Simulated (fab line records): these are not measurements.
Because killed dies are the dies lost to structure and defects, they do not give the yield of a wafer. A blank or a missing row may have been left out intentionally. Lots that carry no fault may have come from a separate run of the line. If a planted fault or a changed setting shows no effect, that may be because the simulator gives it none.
fab line records	flow sky130
record lots=5	wafers=15	last_day=50
route steps=708 shown VIA4@651 METAL5@661 PASSIVATION@681 PAD_OPEN@707
lots with no fault: from the same line, run without faults
start_h: hours from the record's first day to the start of the lot's first wafer shown	wait_h: hours since the lot's step before	" repeats the value in the row above	L1.1+2: a single row standing in for several wafers	- either no value or no given start	* or withheld: withheld	< > ~ a bound
route shown NAME@n: names a module that has steps shown in the file, with the first one's number in the route	usual: mean and standard deviation over wafers with no fault	same: alike in all rows	chamber/n: place in a boat	sites: readings site by site	_std_site: standard deviation of those values	_edge_site: outer sites' mean less inner sites'	radius_mm: how far each site lies from the wafer's centre	mask NAME#n: copy n	behind: the most recent tool/chamber to have shaped the wafer	hold: what put the lot on hold/how long, in hours/how the hold closed	device: which transistor (n, p or np) failed to switch	end of line: tests of these same wafers at the route's end	where a step has no rows: the recipe by itself	killed: dies lost to structure and defects at the first sort, not the wafer's yield	map: the dies of a wafer, with x for killed, . for not killed, _ for no die there
set.NAME: the setting as run; set.NAME@STEP: as run at that earlier step	model.NAME: the simulator's own value behind a step, which no gauge read
a table for each step, a row for each wafer; lots at some steps of the route
services: from which hour (start_h, from the record's first day; less than 0 if before it) a tool's chamber was out of use, for how many hours, and why
## steps
# step SKY_VIA4_ETCH_12
# recipe target=SiO2	chemistry=C4F8/O2/Ar	stop_on=TiN	mask_material=NOVOLAK	source_w=1500	bias_w=1153	pressure_mtorr=40	c4f8_flow_sccm=withheld	O2_flow_sccm=6	Ar_flow_sccm=300	time_s=withheld	target_depth_a=5800
# step SKY_VIA4_STRIP_13
# recipe chemistry=O2/N2	power_w=1400	pressure_mtorr=1500	platen_temp_c=withheld	o2_flow_sccm=3000	n2_flow_sccm=300	overash_fraction=0.5
# usual drypump_motor_current_A=5.6/0.52	oes_product_au=0.709/0.0045	strip_time_to_endpoint_s=12.81/0.032
lot.wafer	tool	chamber	start_h	wait_h	drypump_motor_current_A	oes_product_au	rf_hours_counter_h	strip_time_to_endpoint_s
L746.1	plasma_asher-04	1	1014.77	-	4.8	0.710	55	12.77
L746.4	"	1	"	"	4.8	0.709	-	12.80
L746.5	"	0	"	"	6.3	0.703	-	12.79
L749.1	plasma_asher-02	0	1036.62	-	5.8	0.702	29	12.79
L749.3	"	0	"	"	5.7	0.712	-	12.79
L749.6	"	1	"	"	6.0	0.719	-	12.82
L752.2	plasma_asher-03	0	1049.69	-	5.3	0.701	90	12.76
L752.5	"	1	"	"	5.4	0.716	-	12.76
L752.6	"	0	"	"	5.3	0.710	-	12.85
L763.3	plasma_asher-03	1	1123.71	-	5.4	0.712	-	12.79
L763.4	"	0	"	"	5.3	0.704	-	12.79
L763.6	"	0	"	"	5.3	0.707	-	12.79
L767.1	plasma_asher-03	0	1132.94	-	5.3	0.707	98	12.80
L767.3	"	1	"	"	5.5	0.710	-	12.80
L767.5	"	1	"	"	5.4	0.702	-	12.76
# step SKY_VIA4_STRIP_14
# recipe chemistry=post_etch_residue_remover	time_s=1200	temp_c=72.5
# step SKY_VIA4_CLEAN_15
# recipe chemistry=IPA	time_s=180	temp_c=25
# step SKY_VIA4_CLEAN_16
# recipe chemistry=O3/DIW	dry=n2_spin
# step SKY_VIA4_SPUTTER_17
# recipe material=TiN	target_thk_nm=20	chamber_pressure_pa=5	power_w=4000	time_s=80
# step SKY_VIA4_CVD_18
# recipe material=W	target_thk_nm=505	time_s=152.14	temp_c=400	pressure_torr=40
# usual heater_power_w=837/62
lot.wafer	tool	chamber	start_h	wait_h	heater_power_w
L746.1	cvd_w-01	0	1015.42	0.0	782
L746.4	"	1	"	"	940
L746.5	"	0	"	"	777
L749.1	cvd_w-02	1	1037.29	0.0	770
L749.3	"	0	"	"	861
L749.6	"	1	"	"	798
L752.2	cvd_w-01	0	1050.34	0.0	779
L752.5	"	0	"	"	777
L752.6	"	1	"	"	912
L763.3	cvd_w-01	0	1124.43	0.1	788
L763.4	"	1	"	"	951
L763.6	"	0	"	"	797
L767.1	cvd_w-01	0	1133.63	0.0	793
L767.3	"	0	"	"	777
L767.5	"	1	"	"	941
# step SKY_VIA4_RS_MEAS_19
# recipe thk_meas_gauge=four-point-probe	reads=W_of_VIA4_CVD_18+TiN_of_VIA4_SPUTTER_17
# usual VIA4_W_RS=0.2269/0.0028
lot.wafer	tool	chamber	start_h	wait_h	VIA4_W_RS[ohm/sq]
L746.1	film_metro-01	-	1015.58	0.1	0.2307
L746.4	"	-	"	"	0.2262
L746.5	"	-	"	"	0.2299
L749.1	film_metro-01	-	1037.45	0.1	0.2292
L749.3	"	-	"	"	0.2217
L749.6	"	-	"	"	0.2239
L752.2	film_metro-01	-	1050.51	0.1	0.2333
L752.5	"	-	"	"	0.2311
L752.6	"	-	"	"	0.2254
L763.3	film_metro-02	-	1124.57	0.1	0.2304
L763.4	"	-	"	"	0.2264
L763.6	"	-	"	"	0.2304
L767.1	film_metro-01	-	1133.78	0.1	0.2304
L767.3	"	-	"	"	0.2288
L767.5	"	-	"	"	0.2268
# step SKY_VIA4_THK_MEAS_20
# recipe thk_meas_gauge=xrf	reads=W_of_VIA4_CVD_18
# usual VIA4_W_THK=503/7.7
lot.wafer	tool	chamber	start_h	wait_h	VIA4_W_THK[nm]
L746.1	film_metro-01	-	1015.70	0.1	496
L746.4	"	-	"	"	508
L746.5	"	-	"	"	500
L749.1	film_metro-01	-	1037.57	0.1	503
L749.3	"	-	"	"	517
L749.6	"	-	"	"	513
L752.2	film_metro-01	-	1050.62	0.1	495
L752.5	"	-	"	"	495
L752.6	"	-	"	"	507
L763.3	film_metro-02	-	1124.67	0.1	499
L763.4	"	-	"	"	506
L763.6	"	-	"	"	498
L767.1	film_metro-01	-	1133.90	0.1	502
L767.3	"	-	"	"	502
L767.5	"	-	"	"	505
# step SKY_VIA4_CMP_21
# recipe stop_on=SiO2	t_overpolish_s=25	down_force_psi=3.5	platen_rpm=60	target_thk_nm=0	pad_velocity_m_s=0.94248
# step SKY_METAL5_SPUTTER_00
# recipe material=Ti	target_thk_nm=15	power_w=3000	time_s=10	chamber_pressure_pa=0.4
# step SKY_METAL5_SPUTTER_01
# recipe material=TiN	target_thk_nm=20	power_w=6500	time_s=16.7	chamber_pressure_pa=0.4
# step SKY_METAL5_SPUTTER_02
# recipe material=AlCu	target_thk_nm=1150	power_w=10600	time_s=61.2	chamber_pressure_pa=0.4
# usual chamber_pressure_pa=0.4001/0.00079	throttle_valve_pct=30.5/0.72
lot.wafer	tool	chamber	start_h	wait_h	chamber_pressure_pa	throttle_valve_pct	model.AlCu_of_METAL5_SPUTTER_02.thk_nm
L746.1	pvd_sputter-01	-	1016.13	0.0	0.4009	31.8	1151
L746.4	"	-	"	"	0.3998	30.2	1136
L746.5	"	-	"	"	0.3995	29.5	1150
L749.1	pvd_sputter-04	-	1037.97	0.0	0.4015	31.6	1159
L749.3	"	-	"	"	0.4005	31.0	1168
L749.6	"	-	"	"	0.3998	30.9	1162
L752.2	pvd_sputter-04	-	1051.02	0.0	0.3998	30.3	1155
L752.5	"	-	"	"	0.4006	30.6	1162
L752.6	"	-	"	"	0.3998	31.4	1152
L763.3	pvd_sputter-01	-	1125.06	0.0	0.3991	29.6	1146
L763.4	"	-	"	"	0.3997	31.8	1147
L763.6	"	-	"	"	0.4010	30.3	358.8
L767.1	pvd_sputter-04	-	1134.31	0.0	0.4010	30.9	1170
L767.3	"	-	"	"	0.3996	30.2	1153
L767.5	"	-	"	"	0.4006	31.4	1170
# step SKY_METAL5_SPUTTER_03
# recipe material=Ti	target_thk_nm=5	power_w=3000	time_s=3.3	chamber_pressure_pa=0.4
# step SKY_METAL5_SPUTTER_04
# recipe material=TiN	target_thk_nm=70	power_w=6500	time_s=58.3	chamber_pressure_pa=0.4
# usual chamber_pressure_pa=0.3998/0.00077	throttle_valve_pct=30.5/0.74
lot.wafer	tool	chamber	start_h	wait_h	chamber_pressure_pa	throttle_valve_pct
L746.1	pvd_sputter-01	-	1016.20	0.0	0.4001	31.7
L746.4	"	-	"	"	0.3993	30.3
L746.5	"	-	"	"	0.3988	29.7
L749.1	pvd_sputter-04	-	1038.04	0.0	0.4005	31.7
L749.3	"	-	"	"	0.4007	30.7
L749.6	"	-	"	"	0.4005	30.9
L752.2	pvd_sputter-04	-	1051.09	0.0	0.4008	30.2
L752.5	"	-	"	"	0.4009	30.8
L752.6	"	-	"	"	0.3995	31.3
L763.3	pvd_sputter-01	-	1125.12	0.0	0.3999	29.7
L763.4	"	-	"	"	0.4010	31.8
L763.6	"	-	"	"	0.4004	30.8
L767.1	pvd_sputter-04	-	1134.37	0.0	0.3996	31.1
L767.3	"	-	"	"	0.3993	30.3
L767.5	"	-	"	"	0.4001	31.4
# step SKY_METAL5_RS_MEAS_05
# recipe thk_meas_gauge=four-point-probe	reads=TiN_of_METAL5_SPUTTER_04+Ti_of_METAL5_SPUTTER_03+AlCu_of_METAL5_SPUTTER_02+TiN_of_METAL5_SPUTTER_01+Ti_of_METAL5_SPUTTER_00
# usual METAL5_ALCU_RS=0.0271/0.00026
lot.wafer	tool	chamber	start_h	wait_h	METAL5_ALCU_RS[ohm/sq]
L746.1	film_metro-02	-	1016.25	0.0	0.02699
L746.4	"	-	"	"	0.0273
L746.5	"	-	"	"	0.027
L749.1	film_metro-04	-	1038.09	0.0	0.0269
L749.3	"	-	"	"	0.0267
L749.6	"	-	"	"	0.02676
L752.2	film_metro-04	-	1051.16	0.0	0.02699
L752.5	"	-	"	"	0.02685
L752.6	"	-	"	"	0.02708
L763.3	film_metro-03	-	1125.21	0.1	0.02721
L763.4	"	-	"	"	0.02712
L763.6	"	-	"	"	0.08777
L767.1	film_metro-02	-	1134.42	0.0	0.02657
L767.3	"	-	"	"	0.02701
L767.5	"	-	"	"	0.02652
# step SKY_METAL5_THK_MEAS_06
# recipe thk_meas_gauge=xrf	reads=AlCu_of_METAL5_SPUTTER_02
# usual METAL5_ALCU_THK=1153/13
lot.wafer	tool	chamber	start_h	wait_h	METAL5_ALCU_THK[nm]
L746.1	film_metro-02	-	1016.37	0.1	1157
L746.4	"	-	"	"	1141
L746.5	"	-	"	"	1149
L749.1	film_metro-04	-	1038.21	0.1	1172
L749.3	"	-	"	"	1185
L749.6	"	-	"	"	1173
L752.2	film_metro-04	-	1051.27	0.1	1165
L752.5	"	-	"	"	1166
L752.6	"	-	"	"	1160
L763.3	film_metro-03	-	1125.31	0.1	1155
L763.4	"	-	"	"	1153
L763.6	"	-	"	"	365
L767.1	film_metro-02	-	1134.54	0.1	1175
L767.3	"	-	"	"	1162
L767.5	"	-	"	"	1178
# step SKY_METAL5_DEHYDRATE_07
# recipe temp_c=200	time_s=60
# step SKY_METAL5_HMDS_08
# recipe prime_time_s=60	prime_temp_c=120
# step SKY_METAL5_COAT_09
# recipe resist=NOVOLAK	spin_rpm=3000	resist_thk_nm=1800
# step SKY_METAL5_SOFTBAKE_10
# recipe temp_c=90	time_s=60	resist=NOVOLAK
# step SKY_METAL5_EXPOSE_11
# recipe mask_id=MM5	na=0.6	source_shape=conventional	sigma_outer=0.6	polarization=unpolarized	target_cd_nm=1600	dose_mj=190
# step SKY_METAL5_PEB_12
# recipe temp_c=withheld	time_s=*	resist=NOVOLAK
# step SKY_METAL5_DEVELOP_13
# recipe resist=NOVOLAK	developer=TMAH	develop_time_s=60	dev_temp_c=23
# step SKY_METAL5_DESCUM_14
# recipe chemistry=O2	source_power_w=150	bias_power_w=0	pressure_mtorr=10	temp_c=40	time_s=11
# usual drypump_motor_current_A=5.70/0.2	oes_product_au=0.997/0.0094	rf_fwd_power_W=147.6/0.96
lot.wafer	tool	chamber	start_h	wait_h	drypump_motor_current_A	oes_product_au	rf_fwd_power_W	rf_hours_counter_h
L746.1	rie_metal-04	0	1039.18	0.1	5.42	0.994	147.7	20
L746.4	"	1	"	"	5.81	1.004	148.4	-
L746.5	"	0	"	"	5.38	0.996	147.1	-
L749.1	rie_metal-01	0	1060.06	0.1	6.15	1.008	146.9	10
L749.3	"	1	"	"	5.52	0.984	147.0	-
L749.6	"	1	"	"	5.50	0.987	147.4	-
L752.2	rie_metal-02	1	1073.03	0.1	5.65	1.002	148.3	10
L752.5	"	0	"	"	5.70	0.973	146.0	-
L752.6	"	1	"	"	5.66	0.986	148.6	-
L763.3	rie_metal-01	1	1143.56	0.1	5.49	0.988	147.1	-
L763.4	"	0	"	"	6.13	1.005	146.0	-
L763.6	"	0	"	"	6.11	1.008	146.1	-
L767.1	rie_metal-02	0	1152.91	0.1	5.71	1.002	146.4	19
L767.3	"	1	"	"	5.64	1.014	148.4	-
L767.5	"	0	"	"	5.70	0.993	145.9	-
# step SKY_METAL5_METAL_ETCH_15
# recipe target_depth_a=12600	stop_on=SiO2	over_etch_frac=0.2	time_s=252	chemistry=Cl2/BCl3	resist_sidewall_deg=86	pressure_mtorr=10	icp_w=900	bias_w=48.5	Cl2_flow_sccm=60	bcl3_flow_sccm=30
# usual bcl3_flow_sccm=30.02/0.089	drypump_motor_current_A=5.70/0.2	oes_product_au=0.894/0.0052	rf_fwd_power_W=898.1/2.7	throttle_valve_pct=22.264/0.0083
lot.wafer	tool	chamber	start_h	wait_h	bcl3_flow_sccm	drypump_motor_current_A	oes_product_au	rf_fwd_power_W	rf_hours_counter_h	throttle_valve_pct
L746.1	rie_metal-04	0	1039.21	0.0	29.88	5.41	0.891	899.0	20	22.258
L746.4	"	1	"	"	30.07	5.83	0.900	895.2	-	22.255
L746.5	"	0	"	"	29.95	5.41	0.891	896.7	-	22.274
L749.1	rie_metal-01	0	1060.10	0.0	30.00	6.10	0.888	892.5	10	22.264
L749.3	"	1	"	"	30.03	5.50	0.893	896.3	-	22.256
L749.6	"	1	"	"	30.06	5.49	0.896	895.0	-	22.277
L752.2	rie_metal-02	1	1073.06	0.0	30.06	5.66	0.900	897.8	10	22.271
L752.5	"	0	"	"	29.99	5.68	0.887	894.9	-	22.274
L752.6	"	1	"	"	30.10	5.68	0.903	896.4	-	22.270
L763.3	rie_metal-01	1	1143.66	0.1	30.13	5.51	0.892	896.2	-	22.253
L763.4	"	0	"	"	30.03	6.09	0.891	902.3	-	22.276
L763.6	"	0	"	"	30.11	6.11	0.582	894.7	-	22.269
L767.1	rie_metal-02	0	1152.95	0.0	30.10	5.69	0.896	900.2	19	22.268
L767.3	"	1	"	"	29.91	5.66	0.893	900.0	-	22.270
L767.5	"	0	"	"	30.05	5.70	0.897	897.2	-	22.266
# step SKY_METAL5_STRIP_16
# recipe chemistry=O2/N2	power_w=1400	pressure_mtorr=1500	platen_temp_c=withheld	o2_flow_sccm=3000	n2_flow_sccm=300	overash_fraction=0.5
# step SKY_METAL5_STRIP_17
# recipe chemistry=post_etch_residue_remover	time_s=1200	temp_c=72.5
# step SKY_METAL5_CLEAN_18
# recipe chemistry=IPA	time_s=180	temp_c=25
# step SKY_METAL5_CLEAN_19
# recipe chemistry=O3/DIW	dry=n2_spin
# step SKY_PASSIVATION_CVD_00
# recipe material=SiO2	target_thk_nm=90	temp_c=400	time_s=withheld	rf_w=600
# usual heater_power_w=674/120	rf_fwd_power_W=588/3.3
lot.wafer	tool	chamber	start_h	wait_h	heater_power_w	rf_fwd_power_W
L746.1	pecvd-01	2	1040.08	0.0	702	592
L746.4	"	1	"	"	713	583
L746.5	"	2	"	"	698	591
L749.1	pecvd-01	1	1060.95	0.0	761	585
L749.3	"	2	"	"	683	591
L749.6	"	2	"	"	679	591
L752.2	pecvd-04	1	1073.92	0.0	552	588
L752.5	"	0	"	"	741	584
L752.6	"	1	"	"	546	586
L763.3	pecvd-04	2	1144.41	0.0	731	588
L763.4	"	1	"	"	451	587
L763.6	"	0	"	"	641	585
L767.1	pecvd-04	0	1153.82	0.0	713	584
L767.3	"	2	"	"	772	592
L767.5	"	1	"	"	528	586
# step SKY_PASSIVATION_THK_MEAS_01
# recipe reads=SiO2_of_PASSIVATION_CVD_00
# usual PASSIVATION_CVD_00_THK=90.2/1.4
lot.wafer	tool	chamber	start_h	wait_h	PASSIVATION_CVD_00_THK[nm]
L746.1	film_metro-03	-	1040.10	-	89.9
L746.4	"	-	"	"	91.8
L746.5	"	-	"	"	91.5
L749.1	film_metro-04	-	1060.98	-	91.2
L749.3	"	-	"	"	91.0
L749.6	"	-	"	"	92.2
L752.2	film_metro-03	-	1073.95	-	87.6
L752.5	"	-	"	"	90.4
L752.6	"	-	"	"	89.0
L763.3	film_metro-01	-	1144.45	-	87.9
L763.4	"	-	"	"	89.5
L763.6	"	-	"	"	89.8
L767.1	film_metro-03	-	1153.84	-	88.5
L767.3	"	-	"	"	88.1
L767.5	"	-	"	"	89.3
# step SKY_PASSIVATION_CVD_02
# recipe material=Si3N4	target_thk_nm=540	temp_c=400	time_s=withheld	rf_w=450
# step SKY_PASSIVATION_THK_MEAS_03
# recipe reads=Si3N4_of_PASSIVATION_CVD_02
# usual PASSIVATION_CVD_02_THK=537/7.3
lot.wafer	tool	chamber	start_h	wait_h	PASSIVATION_CVD_02_THK[nm]
L746.1	film_metro-04	-	1040.39	-	526
L746.4	"	-	"	"	544
L746.5	"	-	"	"	529
L749.1	film_metro-01	-	1061.26	-	526
L749.3	"	-	"	"	525
L749.6	"	-	"	"	537
L752.2	film_metro-01	-	1074.30	-	534
L752.5	"	-	"	"	549
L752.6	"	-	"	"	535
L763.3	film_metro-04	-	1144.74	-	526
L763.4	"	-	"	"	542
L763.6	"	-	"	"	545
L767.1	film_metro-03	-	1154.24	-	530
L767.3	"	-	"	"	544
L767.5	"	-	"	"	532
# step SKY_PASSIVATION_DEHYDRATE_04
# recipe temp_c=200	time_s=60
# step SKY_PASSIVATION_HMDS_05
# recipe prime_time_s=60	prime_temp_c=120
# step SKY_PASSIVATION_COAT_06
# recipe spin_rpm=2000	resist_thk_nm=3000
# step SKY_PASSIVATION_SOFTBAKE_07
# recipe temp_c=110	time_s=withheld
# step SKY_PASSIVATION_EXPOSE_08
# recipe mask_id=NSM	target_cd_nm=3000	na=0.57	dose_mj=260
# step SKY_PASSIVATION_PEB_09
# recipe temp_c=115	time_s=withheld
# step SKY_PASSIVATION_DEVELOP_10
# recipe develop_time_s=60	dev_temp_c=23
# step SKY_PASSIVATION_ETCH_11
# recipe chemistry=CF4/O2	target_depth_nm=725	stop_on=AlCu	source_w=800	bias_w=150	pressure_mtorr=150	cf4_flow_sccm=80	O2_flow_sccm=10	time_s=161.1
# step SKY_PAD_OPEN_BOW_MEAS_13
# recipe mode=bow
# usual PAD_OPEN_BOW=46/9.9
lot.wafer	tool	chamber	start_h	wait_h	PAD_OPEN_BOW[um]
L746.1	film_metro-02	-	1086.09	-	74
L746.4	"	-	"	"	47
L746.5	"	-	"	"	57
L749.1	film_metro-01	-	1106.40	-	53
L749.3	"	-	"	"	39
L749.6	"	-	"	"	50
L752.2	film_metro-04	-	1118.13	-	39
L752.5	"	-	"	"	47
L752.6	"	-	"	"	50
L763.3	film_metro-01	-	1181.44	-	71
L763.4	"	-	"	"	58
L763.6	"	-	"	"	86
L767.1	film_metro-01	-	1189.80	-	47
L767.3	"	-	"	"	42
L767.5	"	-	"	"	44
# step SKY_PAD_OPEN_PROBE_99
# usual defect_limited_yield=82.6/1.9	killed_at_M0_to_M3=43/7.1	killed_at_M4_up=3.0/1.6	killed_at_contacts=24/5.3	killed_at_front_end=16/4.1	killed_at_other=0.5/0.82	killed_dies=86/9.4	killed_open=46/6.9	killed_short=39/6.5
# same gross_dies=492	killed_at_back_side=0
lot.wafer	tool	chamber	start_h	wait_h	defect_limited_yield[%]	killed_at_M0_to_M3	killed_at_M4_up	killed_at_contacts	killed_at_front_end	killed_at_other	killed_dies	killed_open	killed_short	model.etest.tester.sort_n_pass	model.etest.tester.sort_yield_pct	model.etest.tester.sort_bin_8_pct	model.etest.via4_chain.rc_ohm	model.etest.met5.rs_ohm_sq	model.etest.met5.line_ohm_um	model.etest.met5.rs_ohm_sq_rim_less_centre
L746.1	prober-01	-	1086.21	0.1	80.3	43	3	30	21	0	97	52	45	395	80.28	0	0.8122	0.02704	0.01683	0.0002633
L746.4	prober-01	-	1086.36	0.2	82.5	34	1	33	18	0	86	44	42	406	82.52	0	0.8157	0.02743	0.01704	-0.0003108
L746.5	prober-01	-	1086.41	0.2	83.1	42	3	23	14	1	83	46	35	409	83.13	0	0.7909	0.0274	0.017	1.377e-05
L749.1	prober-01	-	1106.52	0.1	82.3	45	3	23	16	0	87	44	43	405	82.32	0	0.8068	0.02687	0.01692	3.186e-05
L749.3	prober-01	-	1106.62	0.2	85.2	32	3	20	18	0	73	37	36	419	85.16	0	0.8251	0.02668	0.01676	9.228e-05
L749.6	prober-01	-	1106.77	0.2	83.3	41	4	20	16	1	82	41	41	410	83.33	0	0.7955	0.02687	0.01689	-0.0003017
L752.2	prober-02	-	1118.28	0.1	82.5	54	2	16	14	0	86	51	34	406	82.52	0	0.7813	0.0272	0.01703	-0.0003006
L752.5	prober-02	-	1118.43	0.2	85.8	31	6	20	13	0	70	32	38	422	85.77	0	0.7768	0.02675	0.01669	0.000135
L752.6	prober-02	-	1118.48	0.2	85.4	39	3	16	14	0	72	45	27	420	85.37	0	0.8342	0.02738	0.01715	-0.0001759
L763.3	prober-02	-	1181.62	0.2	83.9	31	1	25	22	0	79	42	37	413	83.94	0	0.8318	0.02697	0.01701	0.0004752
L763.4	prober-02	-	1181.67	0.2	83.3	35	4	31	11	1	82	47	35	410	83.33	0	0.8368	0.02748	0.01727	0.0003474
L763.6	prober-02	-	1181.77	0.2	81.1	48	3	22	19	1	93	45	48	308	62.6	18.5	0.9132	0.0884	0.05551	-0.001437
L767.1	prober-02	-	1189.92	0.1	81.9	42	1	25	20	1	89	44	45	403	81.91	0	0.7992	0.02674	0.01671	-0.0001924
L767.3	prober-02	-	1190.02	0.2	80.9	41	3	29	20	1	94	53	41	398	80.89	0	0.8194	0.02693	0.01674	-0.0002412
L767.5	prober-02	-	1190.12	0.2	82.9	40	2	20	22	0	84	36	48	408	82.93	0	0.7831	0.0268	0.01674	-0.0001034
# killed by level:class
L746.1 VIA1:geometric_particle:open=14 CONTACT:geometric_particle:short=9 LI_CONTACT:geometric_particle:open=7 METAL1:geometric_particle:short=7 FIELD_ISO:geometric_particle:short=6 CONTACT:geometric_particle:open=6 VIA2:geometric_particle:open=5 VIA3:geometric_particle:open=5
L746.4 CONTACT:geometric_particle:open=10 LOCAL_INTERCONNECT:geometric_particle:short=9 LI_CONTACT:geometric_particle:open=8 VIA1:geometric_particle:open=7 POLY_GATE:geometric_particle:short=5 VIA3:geometric_particle:open=5 METAL2:geometric_particle:short=5 FIELD_ISO:geometric_particle:open=4
L746.5 VIA1:geometric_particle:open=13 LI_CONTACT:geometric_particle:open=9 VIA2:geometric_particle:open=7 METAL1:geometric_particle:short=6 LOCAL_INTERCONNECT:geometric_particle:short=5 VIA3:geometric_particle:open=5 POLY_GATE:geometric_particle:open=4 POLY_GATE:geometric_particle:short=4
L749.1 VIA3:geometric_particle:open=9 LI_CONTACT:geometric_particle:open=7 FIELD_ISO:geometric_particle:open=6 LOCAL_INTERCONNECT:geometric_particle:short=6 VIA1:geometric_particle:open=6 METAL2:geometric_particle:short=6 FIELD_ISO:geometric_particle:short=5 VIA1:geometric_particle:short=5
L749.3 CONTACT:geometric_particle:open=8 FIELD_ISO:geometric_particle:open=6 LI_CONTACT:geometric_particle:open=6 FIELD_ISO:geometric_particle:short=5 METAL2:geometric_particle:short=5 VIA1:geometric_particle:open=4 VIA3:geometric_particle:open=4 POLY_GATE:geometric_particle:short=3
L749.6 POLY_GATE:geometric_particle:open=7 CONTACT:geometric_particle:open=7 VIA1:geometric_particle:open=7 VIA2:geometric_particle:open=6 LOCAL_INTERCONNECT:geometric_particle:short=5 VIA3:geometric_particle:short=5 METAL2:geometric_particle:short=4 CONTACT:geometric_particle:short=4
L752.2 VIA1:geometric_particle:open=13 CONTACT:geometric_particle:open=8 VIA3:geometric_particle:open=7 METAL2:geometric_particle:short=6 VIA2:geometric_particle:open=6 FIELD_ISO:geometric_particle:short=5 METAL1:geometric_particle:short=4 VIA2:geometric_particle:short=4
L752.5 METAL1:geometric_particle:short=9 LI_CONTACT:geometric_particle:open=8 CONTACT:geometric_particle:open=7 FIELD_ISO:geometric_particle:short=6 VIA1:geometric_particle:open=6 METAL4:geometric_particle:short=6 METAL2:geometric_particle:short=5 VIA3:geometric_particle:open=4
L752.6 VIA1:geometric_particle:open=10 METAL2:geometric_particle:short=6 VIA3:geometric_particle:open=6 CONTACT:geometric_particle:open=5 VIA2:geometric_particle:open=5 FIELD_ISO:geometric_particle:open=4 LI_CONTACT:geometric_particle:open=4 FIELD_ISO:geometric_particle:short=3
L763.3 FIELD_ISO:geometric_particle:open=7 POLY_GATE:geometric_particle:short=6 LI_CONTACT:geometric_particle:open=6 METAL1:geometric_particle:short=6 VIA3:geometric_particle:open=6 POLY_GATE:geometric_particle:open=5 CONTACT:geometric_particle:short=5 CONTACT:geometric_particle:open=5
L763.4 LI_CONTACT:geometric_particle:open=11 CONTACT:geometric_particle:open=9 VIA3:geometric_particle:open=9 LOCAL_INTERCONNECT:geometric_particle:short=5 METAL2:geometric_particle:short=5 METAL1:geometric_particle:short=4 VIA1:geometric_particle:open=4 VIA3:geometric_particle:short=4
L763.6 VIA1:geometric_particle:open=11 POLY_GATE:geometric_particle:short=7 METAL1:geometric_particle:short=7 CONTACT:geometric_particle:open=6 LI_CONTACT:geometric_particle:open=6 VIA2:geometric_particle:short=6 VIA3:geometric_particle:open=6 VIA1:geometric_particle:short=5
L767.1 VIA1:geometric_particle:open=12 CONTACT:geometric_particle:open=9 POLY_GATE:geometric_particle:short=8 CONTACT:geometric_particle:short=7 VIA2:geometric_particle:open=7 FIELD_ISO:geometric_particle:short=5 LOCAL_INTERCONNECT:geometric_particle:short=4 METAL1:geometric_particle:short=4
L767.3 CONTACT:geometric_particle:open=11 VIA1:geometric_particle:open=9 METAL2:geometric_particle:short=7 FIELD_ISO:geometric_particle:open=6 POLY_GATE:geometric_particle:open=6 CONTACT:geometric_particle:short=6 VIA3:geometric_particle:open=6 LI_CONTACT:geometric_particle:open=5
L767.5 POLY_GATE:geometric_particle:short=10 CONTACT:geometric_particle:open=7 VIA2:geometric_particle:open=6 METAL2:geometric_particle:short=6 VIA1:geometric_particle:open=6 CONTACT:geometric_particle:short=5 VIA2:geometric_particle:short=5 FIELD_ISO:geometric_particle:short=4
## services
tool	chamber	start_h	hours	kind
pecvd-01	1	999.38	-	clean
pecvd-04	-	1003.47	0.9	repair
pecvd-04	2	1004.24	4.9	repair
pvd_sputter-04	3	1005.55	-	consumable_replace:kit
pvd_sputter-04	3	1005.55	18.0	scheduled_down
pvd_sputter-04	3	1005.55	18.0	vent_cycle
pecvd-04	0	1008.50	2.1	scheduled_down
cvd_w-01	-	1038.93	6.0	pm
cvd_w-02	0	1058.14	11.7	repair
rie_metal-04	0	1063.94	3.7	repair
pecvd-01	-	1073.23	6.0	pm
cvd_w-01	0	1082.95	4.3	repair
pecvd-04	2	1089.35	5.0	scheduled_down
pecvd-04	2	1098.99	5.5	scheduled_down
pvd_sputter-04	2	1109.23	-	consumable_replace:kit
pvd_sputter-04	2	1109.23	18.0	scheduled_down
pvd_sputter-04	2	1109.23	18.0	vent_cycle
pvd_sputter-04	-	1122.43	0.6	repair
pvd_sputter-01	-	1133.79	1.3	repair
rie_metal-02	-	1137.21	0.5	repair
pvd_sputter-01	3	1140.19	-	consumable_replace:kit
pvd_sputter-01	3	1140.19	18.0	scheduled_down
pvd_sputter-01	3	1140.19	18.0	vent_cycle
plasma_asher-02	-	1146.40	2.8	pm
## key
first_sign step=SKY_METAL5_RS_MEAS_05	reading=METAL5_ALCU_RS	direction=up	sigmas=99+	usual=0.0271	struck=0.08777
effect step=SKY_METAL5_THK_MEAS_06	reading=METAL5_ALCU_THK	direction=down	sigmas=59	usual=1153	struck=365
effect step=SKY_METAL5_METAL_ETCH_15	reading=oes_product_au	direction=down	sigmas=60	usual=0.894	struck=0.582
effect step=SKY_PAD_OPEN_BOW_MEAS_13	reading=PAD_OPEN_BOW	direction=up	sigmas=4	usual=46	struck=86
model_effect step=SKY_METAL5_SPUTTER_02	value=AlCu_of_METAL5_SPUTTER_02.thk_nm	without=1129	struck=358.8
model_effect step=SKY_PAD_OPEN_PROBE_99	value=etest.tester.sort_n_pass	without=399	struck=308
met_at SKY_METAL5_SPUTTER_02
struck_wafers L763.6
fault kind=process_parameter_drift	tool=pvd_sputter-01	chamber=-	onset_h=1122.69	steps=SKY_METAL5_SPUTTER_02	channel=target_thk_nm	offset=-769.88	shape=step	end_h=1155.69	acts_in=these_recipes_only	stated=1150	scope=struck_wafers_only
